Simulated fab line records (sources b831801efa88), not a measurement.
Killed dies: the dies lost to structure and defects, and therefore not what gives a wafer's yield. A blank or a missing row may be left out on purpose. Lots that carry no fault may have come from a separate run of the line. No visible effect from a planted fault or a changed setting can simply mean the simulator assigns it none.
Struck lot and sound lot, side by side || flow sky130 || 43 out of 708 route steps
Sound: wafers L984.2, L984.3, L984.6. The struck wafers were L992.1, L992.3, L992.5. The cause comes at the end.
Each step with rows lists, per side, the tool, then ch with its chambers, then its first start. Under that, the readings that differ: sound wafers || struck wafers || difference of the means || sigmas: that difference in standard deviations of wafers without a fault.
alike: readings whose means differ by less than 2 such deviations, and words and numbers that are the same on both sides. not compared: withheld readings, readings that some wafer has no value for, bounds like >300 that may hide the same value, and numbers for which the record gives no deviation and whose values overlap.
The two part at a step that has a row with sigmas, a row that says differs or no value, or rows on one side only. Non-overlapping numbers with no deviation appear without sigmas and do not part them. A reading missing from all wafers of one side parts the sides only when that side holds two or more wafers.

first, 1 step without rows for these wafers: SKY_VT_ADJUST_HVTP_IMPLANT_09.
SKY_VT_ADJUST_HVTP_STRIP_10: strips in O2/N2.
  sound on plasma_asher-04 ch 0,1, day 6 11:42; struck on plasma_asher-04 ch 0,1, day 8 03:07
  alike: chamber_pressure_mTorr, drypump_motor_current_A, oes_product_au, strip_time_to_endpoint_s
  not compared: rf_hours_counter_h
SKY_VT_ADJUST_HVTP_TW_MEAS_11:
  sound on film_metro-03 at day 6 11:49; struck on film_metro-03 at day 8 03:13
  alike: VT_ADJUST_HVTP_TW
then, 7 steps without rows for these wafers: SKY_VT_ADJUST_LVTN_DEHYDRATE_00 (time 60 s); SKY_VT_ADJUST_LVTN_HMDS_01 (prime time 60 s); SKY_VT_ADJUST_LVTN_COAT_02 (resist thk 3000 nm); SKY_VT_ADJUST_LVTN_SOFTBAKE_03; SKY_VT_ADJUST_LVTN_EXPOSE_04 (exposes mask NWM COMPLEMENT LESS NATIVE, target cd 840 nm); SKY_VT_ADJUST_LVTN_PEB_05; SKY_VT_ADJUST_LVTN_DEVELOP_06 (develop time 60 s).
SKY_VT_ADJUST_LVTN_OVL_MEAS_07:
  sound on overlay-01 at day 7 07:07; struck on overlay-01 at day 9 00:05
{"reading": "VT_ADJUST_LVTN_OVL (nm)", "sound": "0.8 0.8 0.7", "struck": "3.3 2.8 3.8", "difference": "+2.5", "sigmas": "+2"}
following that, these wafers have no rows for 1 step: SKY_VT_ADJUST_LVTN_IMPLANT_08.
SKY_VT_ADJUST_LVTN_STRIP_09: strips in O2/N2.
  sound on plasma_asher-02 ch 0,1, day 7 07:17; struck on plasma_asher-02 ch 0,1, day 9 00:16
  alike: chamber_pressure_mTorr, drypump_motor_current_A, oes_product_au, strip_time_to_endpoint_s
  not compared: rf_hours_counter_h
SKY_VT_ADJUST_LVTN_TW_MEAS_10:
  sound on film_metro-01 at day 7 07:24; struck on film_metro-01 at day 9 00:22
  alike: VT_ADJUST_LVTN_TW
then, 7 steps without rows for these wafers: SKY_VT_ADJUST_LVTN_DEHYDRATE_11 (time 60 s); SKY_VT_ADJUST_LVTN_HMDS_12 (prime time 60 s); SKY_VT_ADJUST_LVTN_COAT_13 (resist thk 1140 nm); SKY_VT_ADJUST_LVTN_SOFTBAKE_14 (time 60 s); SKY_VT_ADJUST_LVTN_EXPOSE_15 (exposes mask HVN STD DERIVED, target cd 600 nm); SKY_VT_ADJUST_LVTN_PEB_16; SKY_VT_ADJUST_LVTN_DEVELOP_17 (develop time 60 s).
SKY_VT_ADJUST_LVTN_OVL_MEAS_18:
  sound on overlay-02 at day 8 02:06; struck on overlay-01 at day 9 22:02
{"reading": "VT_ADJUST_LVTN_01_OVL (nm)", "sound": "2.4 1.4 2.5", "struck": "-1.4 -3.0 -2.9", "difference": -4.5, "sigmas": -3}
following that, these wafers have no rows for 1 step: SKY_VT_ADJUST_LVTN_IMPLANT_19.
SKY_VT_ADJUST_LVTN_STRIP_20: strips in O2/N2.
  sound on plasma_asher-01 ch 0, day 8 02:17; struck on plasma_asher-01 ch 0,1, day 9 22:13
  alike: chamber_pressure_mTorr, drypump_motor_current_A, oes_product_au, strip_time_to_endpoint_s
  not compared: rf_hours_counter_h
SKY_VT_ADJUST_LVTN_TW_MEAS_21:
  sound on film_metro-03 at day 8 02:23; struck on film_metro-02 at day 9 22:19
{"reading": "VT_ADJUST_LVTN_2_TW", "sound": "190.3 190.2 190.0", "struck": "186.4 186.1 187.0", "difference": -3.7, "sigmas": -2}
then, 7 steps without rows for these wafers: SKY_VT_ADJUST_NCORE_DEHYDRATE_00 (time 60 s); SKY_VT_ADJUST_NCORE_HMDS_01 (prime time 60 s); SKY_VT_ADJUST_NCORE_COAT_02 (resist thk 1140 nm); SKY_VT_ADJUST_NCORE_SOFTBAKE_03 (time 60 s); SKY_VT_ADJUST_NCORE_EXPOSE_04 (exposes mask LVTN COMPLEMENT THIN, target cd 380 nm); SKY_VT_ADJUST_NCORE_PEB_05; SKY_VT_ADJUST_NCORE_DEVELOP_06 (develop time 60 s).
SKY_VT_ADJUST_NCORE_CD_MEAS_07: the cd target is 380 nm.
  sound on cd_sem-02 at day 8 22:57; struck on cd_sem-01 at day 10 21:26
  alike: cd_nm
SKY_VT_ADJUST_NCORE_OVL_MEAS_08:
  sound on overlay-01 at day 8 23:03; struck on overlay-01 at day 10 21:33
  alike: VT_ADJUST_NCORE_OVL
following that, these wafers have no rows for 1 step: SKY_VT_ADJUST_NCORE_IMPLANT_09.
SKY_VT_ADJUST_NCORE_STRIP_10: strips in O2/N2.
  sound on plasma_asher-03 ch 1, day 8 23:14; struck on plasma_asher-03 ch 0, day 10 21:44
  alike: chamber_pressure_mTorr, drypump_motor_current_A, oes_product_au, strip_time_to_endpoint_s
  not compared: rf_hours_counter_h
SKY_VT_ADJUST_NCORE_TW_MEAS_11:
  sound on film_metro-02 at day 8 23:20; struck on film_metro-02 at day 10 21:50
  alike: VT_ADJUST_NCORE_TW
then, 5 steps without rows for these wafers: SKY_VT_ADJUST_HVTR_DEHYDRATE_00 (time 60 s); SKY_VT_ADJUST_HVTR_HMDS_01 (prime time 60 s); SKY_VT_ADJUST_HVTR_COAT_02 (resist thk 1140 nm); SKY_VT_ADJUST_HVTR_SOFTBAKE_03 (time 60 s); SKY_VT_ADJUST_HVTR_EXPOSE_04 (exposes mask HVTRM, target cd 380 nm).
-- the record jumps here: 37 days lie between the struck wafers' starts before and after (it left off in module VT_ADJUST_HVTR and takes up again in module PAD_OPEN, whose first step shown is number 708 of the route) --
SKY_PAD_OPEN_PROBE_99:
  sound on prober-02 at day 46 10:38; struck on prober-01 at day 48 04:09
{"reading": "killed_at_front_end", "sound": "18 15 18", "struck": "34 55 44", "difference": "+27", "sigmas": "+6"}
{"reading": "killed_dies", "sound": "80 83 68", "struck": "100 118 113", "difference": "+33", "sigmas": "+3"}
  alike: killed_at_M0_to_M3, killed_at_M4_up, killed_at_contacts, killed_at_other, killed_open, killed_short

WHERE THEY PART
Earliest at SKY_VT_ADJUST_LVTN_OVL_MEAS_07; latest, in this record, at SKY_PAD_OPEN_PROBE_99.

WHY: what had been put in by the simulator
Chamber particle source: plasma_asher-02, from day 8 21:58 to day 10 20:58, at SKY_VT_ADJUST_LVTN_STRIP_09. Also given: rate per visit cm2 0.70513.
